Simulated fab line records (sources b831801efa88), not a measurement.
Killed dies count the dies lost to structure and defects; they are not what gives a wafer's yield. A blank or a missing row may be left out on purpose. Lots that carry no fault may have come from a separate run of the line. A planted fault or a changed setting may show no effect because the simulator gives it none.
fab line records	flow gf180mcu
record lots=12	wafers=36	last-day=34
route steps=602 shown V1@336 M2@364
lots that met no fault: from a run of the same line without faults
start-h: start of the lot's first displayed wafer, in hours after the record's first day	wait-h: hours elapsed since this lot's preceding step	" the same as in the row above	L1.1+2: one row covering several wafers at once	- either no value or no given start	* or withheld: withheld	< > ~ a bound
route shown NAME@n: NAME is a module with steps in the file, n the number in the route of the first one	usual: the fault-free wafers' mean and standard deviation	same: alike in all rows	chamber/n: place in a boat	sites: the reading at each site	_std_site: the standard deviation of these	_edge_site: the outer-site mean with the inner-site mean subtracted	radius-mm: how far each site lies from the wafer's centre	mask NAME#n: copy n	behind: the last tool/chamber to shape the wafer	hold: why the lot was held/for how many hours/how that ended	device: transistor that didn't switch, given as n, p or np	end of line: tests run on the same wafers once the route is complete	where a step has no rows: the recipe by itself	killed: count of dies lost to structure and defects at first sort (not the wafer's yield)	map: a wafer's dies, x killed, . not, _ none there
set.NAME: the setting as run; set.NAME@STEP: as run at that earlier step	model.NAME: the simulator's own value behind a step, which no gauge read
route steps across a sampled set of lots; one table per step, one row per wafer
services: when a tool's chamber went out of use (start-h, in hours from the record's first day, below 0 if earlier), for how many hours, and the reason
## steps
# step GF_V1_THK_MEAS_01
# recipe reads=SiO2_of_V1_CVD_00
# usual V1_CVD_00_THK=600/4.8
lot.wafer	tool	chamber	start-h	wait-h	V1_CVD_00_THK[nm]
L246.2	film-metro-03	-	388.60	0.0	605
L246.5	"	-	"	"	603
L246.6	"	-	"	"	605
L248.2	film-metro-01	-	406.99	0.0	598
L248.3	"	-	"	"	593
L248.4	"	-	"	"	599
L249.2	film-metro-01	-	414.58	0.0	596
L249.3	"	-	"	"	603
L249.6	"	-	"	"	601
L251.1	film-metro-01	-	433.22	0.0	608
L251.4	"	-	"	"	601
L251.5	"	-	"	"	610
L252.2	film-metro-03	-	442.90	0.0	595
L252.3	"	-	"	"	596
L252.4	"	-	"	"	598
L253.3	film-metro-04	-	455.71	0.1	595
L253.4	"	-	"	"	597
L253.6	"	-	"	"	598
L255.1	film-metro-01	-	470.25	0.0	607
L255.2	"	-	"	"	600
L255.6	"	-	"	"	604
L258.2	film-metro-03	-	493.91	0.0	594
L258.4	"	-	"	"	593
L258.6	"	-	"	"	599
L262.2	film-metro-03	-	536.64	0.0	607
L262.3	"	-	"	"	602
L262.6	"	-	"	"	601
L264.1	film-metro-01	-	565.63	0.0	599
L264.4	"	-	"	"	608
L264.6	"	-	"	"	600
L266.1	film-metro-04	-	569.38	0.0	603
L266.2	"	-	"	"	601
L266.5	"	-	"	"	598
L268.2	film-metro-03	-	586.88	0.0	597
L268.3	"	-	"	"	608
L268.6	"	-	"	"	604
# step GF_V1_SPUTTER_22
# recipe material=TiN	target-thk-nm=10	chamber-pressure-pa=5	power-w=4000	time-s=40
# usual throttle-valve-pct=29.8/0.68
lot.wafer	tool	chamber	start-h	wait-h	throttle-valve-pct
L246.2	pvd-sputter-03	-	413.44	0.0	30.1
L246.5	"	-	"	"	30.6
L246.6	"	-	"	"	29.8
L248.2	pvd-sputter-02	-	432.27	0.0	30.0
L248.3	"	-	"	"	29.6
L248.4	"	-	"	"	29.4
L249.2	pvd-sputter-03	-	440.35	0.0	29.1
L249.3	"	-	"	"	30.6
L249.6	"	-	"	"	30.7
L251.1	pvd-sputter-02	-	459.17	0.0	29.2
L251.4	"	-	"	"	29.0
L251.5	"	-	"	"	29.4
L252.2	pvd-sputter-02	-	469.27	0.0	30.0
L252.3	"	-	"	"	29.4
L252.4	"	-	"	"	29.4
L253.3	pvd-sputter-03	-	481.37	0.0	30.2
L253.4	"	-	"	"	29.7
L253.6	"	-	"	"	29.7
L255.1	pvd-sputter-02	-	495.99	0.0	29.2
L255.2	"	-	"	"	29.8
L255.6	"	-	"	"	30.1
L258.2	pvd-sputter-03	-	518.74	0.0	30.0
L258.4	"	-	"	"	29.3
L258.6	"	-	"	"	30.5
L262.2	pvd-sputter-03	-	559.89	0.0	30.6
L262.3	"	-	"	"	29.6
L262.6	"	-	"	"	30.7
L264.1	pvd-sputter-01	-	588.47	0.0	29.5
L264.4	"	-	"	"	28.5
L264.6	"	-	"	"	28.6
L266.1	pvd-sputter-02	-	592.48	0.0	29.3
L266.2	"	-	"	"	29.8
L266.5	"	-	"	"	29.0
L268.2	pvd-sputter-03	-	609.95	0.0	29.2
L268.3	"	-	"	"	30.8
L268.6	"	-	"	"	30.4
# step GF_V1_CVD_23
# recipe material=W	target-thk-nm=350	time-s=105.05	temp-c=400	pressure-torr=40
# usual heater-power-w=926/84	susceptor-temp-C=400.01/0.22
lot.wafer	tool	chamber	start-h	wait-h	heater-power-w	susceptor-temp-C
L246.2	cvd-w-02	0	413.48	0.0	935	400.07
L246.5	"	1	"	"	799	400.08
L246.6	"	0	"	"	920	400.06
L248.2	cvd-w-02	1	432.31	0.0	829	399.85
L248.3	"	0	"	"	961	399.97
L248.4	"	1	"	"	804	399.86
L249.2	cvd-w-02	0	440.39	0.0	928	400.08
L249.3	"	1	"	"	810	400.25
L249.6	"	1	"	"	788	399.75
L251.1	cvd-w-02	0	459.21	0.0	926	399.99
L251.4	"	0	"	"	938	400.16
L251.5	"	0	"	"	942	400.10
L252.2	cvd-w-01	1	469.31	0.0	1051	399.95
L252.3	"	1	"	"	1061	399.99
L252.4	"	0	"	"	953	400.17
L253.3	cvd-w-01	1	481.45	0.1	1035	399.48
L253.4	"	0	"	"	948	399.99
L253.6	"	0	"	"	923	400.00
L255.1	cvd-w-01	0	496.03	0.0	935	399.71
L255.2	"	1	"	"	1047	400.31
L255.6	"	1	"	"	1039	400.24
L258.2	cvd-w-01	0	518.78	0.0	947	399.85
L258.4	"	1	"	"	1058	400.46
L258.6	"	1	"	"	1049	400.15
L262.2	cvd-w-01	1	559.93	0.0	1034	399.83
L262.3	"	0	"	"	938	399.73
L262.6	"	1	"	"	1026	399.96
L264.1	cvd-w-02	0	588.51	0.0	952	399.81
L264.4	"	1	"	"	800	400.15
L264.6	"	0	"	"	949	399.84
L266.1	cvd-w-02	1	592.52	0.0	804	400.29
L266.2	"	0	"	"	974	399.93
L266.5	"	1	"	"	801	400.39
L268.2	cvd-w-02	1	609.99	0.0	802	400.14
L268.3	"	1	"	"	819	400.11
L268.6	"	0	"	"	949	399.98
# step GF_V1_RS_MEAS_24
# recipe thk-meas-gauge=four-point-probe	reads=W_of_V1_CVD_23+TiN_of_V1_SPUTTER_22+Ti_of_V1_SPUTTER_21
# usual V1_W_RS=0.324/0.0062
lot.wafer	tool	chamber	start-h	wait-h	V1_W_RS[ohm/sq]
L246.2	film-metro-01	-	413.61	0.1	0.317
L246.5	"	-	"	"	0.326
L246.6	"	-	"	"	0.315
L248.2	film-metro-03	-	432.44	0.1	0.324
L248.3	"	-	"	"	0.316
L248.4	"	-	"	"	0.330
L249.2	film-metro-01	-	440.52	0.1	0.312
L249.3	"	-	"	"	0.324
L249.6	"	-	"	"	0.323
L251.1	film-metro-04	-	459.32	0.1	0.316
L251.4	"	-	"	"	0.313
L251.5	"	-	"	"	0.315
L252.2	film-metro-04	-	469.44	0.1	0.324
L252.3	"	-	"	"	0.327
L252.4	"	-	"	"	0.323
L253.3	film-metro-03	-	481.56	0.1	0.327
L253.4	"	-	"	"	0.326
L253.6	"	-	"	"	0.325
L255.1	film-metro-04	-	496.14	0.1	0.327
L255.2	"	-	"	"	0.329
L255.6	"	-	"	"	0.322
L258.2	film-metro-04	-	518.91	0.1	0.477
L258.4	"	-	"	"	0.458
L258.6	"	-	"	"	0.457
L262.2	film-metro-04	-	560.06	0.1	0.453
L262.3	"	-	"	"	0.475
L262.6	"	-	"	"	0.448
L264.1	film-metro-04	-	588.62	0.1	0.319
L264.4	"	-	"	"	0.329
L264.6	"	-	"	"	0.319
L266.1	film-metro-01	-	592.63	0.1	0.324
L266.2	"	-	"	"	0.314
L266.5	"	-	"	"	0.325
L268.2	film-metro-01	-	610.12	0.1	0.326
L268.3	"	-	"	"	0.326
L268.6	"	-	"	"	0.314
# step GF_V1_THK_MEAS_25
# recipe thk-meas-gauge=xrf	reads=W_of_V1_CVD_23
# usual V1_W_THK=334/7.4
lot.wafer	tool	chamber	start-h	wait-h	V1_W_THK[nm]
L246.2	film-metro-01	-	413.72	0.1	338
L246.5	"	-	"	"	330
L246.6	"	-	"	"	339
L248.2	film-metro-03	-	432.55	0.1	332
L248.3	"	-	"	"	342
L248.4	"	-	"	"	326
L249.2	film-metro-01	-	440.63	0.1	344
L249.3	"	-	"	"	333
L249.6	"	-	"	"	335
L251.1	film-metro-04	-	459.44	0.1	349
L251.4	"	-	"	"	351
L251.5	"	-	"	"	348
L252.2	film-metro-04	-	469.55	0.1	339
L252.3	"	-	"	"	335
L252.4	"	-	"	"	341
L253.3	film-metro-03	-	481.66	0.1	331
L253.4	"	-	"	"	332
L253.6	"	-	"	"	332
L255.1	film-metro-04	-	496.26	0.1	337
L255.2	"	-	"	"	335
L255.6	"	-	"	"	342
L258.2	film-metro-04	-	519.02	0.1	260
L258.4	"	-	"	"	265
L258.6	"	-	"	"	263
L262.2	film-metro-04	-	560.17	0.1	268
L262.3	"	-	"	"	261
L262.6	"	-	"	"	271
L264.1	film-metro-04	-	588.74	0.1	343
L264.4	"	-	"	"	332
L264.6	"	-	"	"	345
L266.1	film-metro-01	-	592.75	0.1	334
L266.2	"	-	"	"	341
L266.5	"	-	"	"	329
L268.2	film-metro-01	-	610.23	0.1	328
L268.3	"	-	"	"	327
L268.6	"	-	"	"	341
# step GF_M2_SPUTTER_02
# recipe material=AlCu	target-thk-nm=450	power-w=10600	time-s=23.9	chamber-pressure-pa=0.4
# usual throttle-valve-pct=29.5/0.85
lot.wafer	tool	chamber	start-h	wait-h	throttle-valve-pct
L246.2	pvd-sputter-04	-	414.20	0.0	29.9
L246.5	"	-	"	"	29.3
L246.6	"	-	"	"	29.0
L248.2	pvd-sputter-01	-	433.03	0.0	28.5
L248.3	"	-	"	"	29.0
L248.4	"	-	"	"	29.5
L249.2	pvd-sputter-04	-	441.11	0.0	29.8
L249.3	"	-	"	"	28.9
L249.6	"	-	"	"	29.0
L251.1	pvd-sputter-04	-	459.93	0.0	29.2
L251.4	"	-	"	"	28.9
L251.5	"	-	"	"	28.9
L252.2	pvd-sputter-04	-	470.03	0.0	30.1
L252.3	"	-	"	"	28.9
L252.4	"	-	"	"	30.4
L253.3	pvd-sputter-01	-	482.13	0.0	28.9
L253.4	"	-	"	"	29.1
L253.6	"	-	"	"	28.5
L255.1	pvd-sputter-01	-	496.75	0.0	29.5
L255.2	"	-	"	"	28.6
L255.6	"	-	"	"	31.5
L258.2	pvd-sputter-04	-	519.50	0.0	30.4
L258.4	"	-	"	"	29.9
L258.6	"	-	"	"	30.1
L262.2	pvd-sputter-04	-	560.65	0.0	28.7
L262.3	"	-	"	"	29.9
L262.6	"	-	"	"	30.2
L264.1	pvd-sputter-04	-	589.23	0.0	29.1
L264.4	"	-	"	"	30.1
L264.6	"	-	"	"	30.2
L266.1	pvd-sputter-01	-	593.24	0.0	29.1
L266.2	"	-	"	"	31.5
L266.5	"	-	"	"	28.9
L268.2	pvd-sputter-01	-	610.71	0.0	31.6
L268.3	"	-	"	"	29.5
L268.6	"	-	"	"	28.6
## services
tool	chamber	start-h	hours	kind
cvd-w-01	-	390.00	14.0	pm
cvd-w-01	0	390.00	14.0	vent-cycle
cvd-w-01	1	390.00	14.0	vent-cycle
cvd-w-01	0	404.00	-	clean
cvd-w-01	1	404.00	-	clean
pvd-sputter-02	1	414.92	-	consumable-replace:kit
pvd-sputter-02	1	414.92	18.0	scheduled-down
pvd-sputter-02	1	414.92	18.0	vent-cycle
cvd-w-02	-	422.60	2.8	pm
cvd-w-01	1	423.51	5.9	repair
pvd-sputter-01	-	459.55	0.6	repair
pvd-sputter-04	0	460.02	-	consumable-replace:kit
pvd-sputter-04	0	460.02	18.0	scheduled-down
pvd-sputter-04	0	460.02	18.0	vent-cycle
cvd-w-02	0	467.38	1.7	repair
pvd-sputter-01	0	468.88	-	consumable-replace:kit
pvd-sputter-01	0	468.88	18.0	scheduled-down
pvd-sputter-01	0	468.88	18.0	vent-cycle
pvd-sputter-03	-	487.65	2.0	repair
pvd-sputter-03	-	489.88	5.8	repair
cvd-w-01	1	505.51	11.0	repair
pvd-sputter-04	-	510.74	0.5	repair
cvd-w-02	0	556.15	4.5	repair
pvd-sputter-02	-	557.42	12.3	repair
## key
first-sign step=GF_V1_RS_MEAS_24	reading=V1_W_RS	direction=up	sigmas=22	usual=0.324	struck=0.461
effect step=GF_V1_THK_MEAS_25	reading=V1_W_THK	direction=down	sigmas=9.4	usual=334	struck=265
met-at GF_V1_CVD_23
struck-lots L258,L262
not-acting-at GF_V1_THK_MEAS_01,GF_V1_SPUTTER_22,GF_M2_SPUTTER_02
onset-between 496.03 518.78
fault kind=site-profile-drift	tool=cvd-w-01	chamber=-	onset-h=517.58	steps=GF_V1_CVD_23	basis=fraction	max-abs-drift=0.4725	slope-share-per-hr=105	site-pattern=0,0,0,0,0,-1,-1,-1,-1
